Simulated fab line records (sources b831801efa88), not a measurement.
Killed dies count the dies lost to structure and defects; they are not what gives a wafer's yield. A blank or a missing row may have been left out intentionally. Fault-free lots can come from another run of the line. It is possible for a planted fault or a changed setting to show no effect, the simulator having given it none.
2 desks, one fault + flow sky130 + each desk holds nothing but its own numbers, with what lay behind them at the end

== THE TOOL OWNER'S DESK: rie diel-03 ==
The tool's own readings at SKY_SPACER_ETCHBACK_02 (etches Si3N4 in CH3F/O2, stops on SiO2, time 46.7 s, target depth 45 nm): means of the sampled wafers that have a number, for each lot that ran on this tool. Marked OUT: a lot whose mean sits more than 4 standard deviations from the usual mean, which makes it out of limits; the brackets give that distance.
Columns: A = ch3f flow sccm at SKY_SPACER_ETCHBACK_02, usual 40.02 sccm; B = drypump motor current A at SKY_SPACER_ETCHBACK_02, usual 5.3 A; C = oes product au at SKY_SPACER_ETCHBACK_02, usual 0.859 a.u.; D = throttle valve pct at SKY_SPACER_ETCHBACK_02, usual 10.563 %
| lot  | first seen here | A     | B   | C     | D      |
|------|-----------------|-------|-----|-------|--------|
| L782 | day 24 17:05    | 40.09 | 5.3 | 0.858 | 10.566 |
| L781 | day 24 17:09    | 40.08 | 5.1 | 0.863 | 10.560 |
| L787 | day 26 02:59    | 40.07 | 4.9 | 0.848 | 10.568 |
| L789 | day 26 16:15    | 39.87 | 5.1 | 0.856 | 10.570 |
| L793 | day 28 16:40    | 40.18 | 5.1 | 0.858 | 10.570 |
This desk found nothing out of limits on any of the 5 lots.

== THE METROLOGY DESK ==
Lot by lot, what the gauges showed, no matter which tool ran the lot: averages of those sampled wafers that carry a number. Marked OUT: a lot whose mean sits more than 4 standard deviations from the usual mean, which makes it out of limits; the brackets give that distance.
Columns: A = cd nm at SKY_FIELD_ISO_CD_MEAS_13, usual 150.0 nm; B = cd nm at SKY_VIA1_CD_MEAS_12, usual 150.2 nm
| lot  | first seen here | A     | B     |
|------|-----------------|-------|-------|
| L781 | day 2 22:17     | 151.8 | 150.2 |
| L782 | day 2 22:28     | 149.6 | 149.1 |
| L783 | day 3 05:58     | 149.3 | 151.3 |
| L786 | day 3 18:33     | 147.9 | 150.5 |
| L787 | day 3 21:55     | 150.3 | 149.7 |
| L789 | day 4 10:32     | 150.3 | 148.6 |
| L790 | day 4 12:52     | 148.7 | 149.4 |
| L793 | day 5 06:37     | 151.1 | 149.2 |
| L799 | day 6 14:26     | 150.5 | 150.5 |
| L801 | day 7 03:07     | 150.6 | 149.3 |
| L800 | day 7 03:15     | 149.5 | 151.0 |
| L802 | day 7 08:29     | 150.9 | 147.7 |
This desk found nothing out of limits on any of the 12 lots.

== TAKEN TOGETHER ==
Nothing out of limits was seen by the tool owner's desk.
The metrology desk saw nothing out of limits.

== WHAT HAD BEEN PUT IN BY THE SIMULATOR ==
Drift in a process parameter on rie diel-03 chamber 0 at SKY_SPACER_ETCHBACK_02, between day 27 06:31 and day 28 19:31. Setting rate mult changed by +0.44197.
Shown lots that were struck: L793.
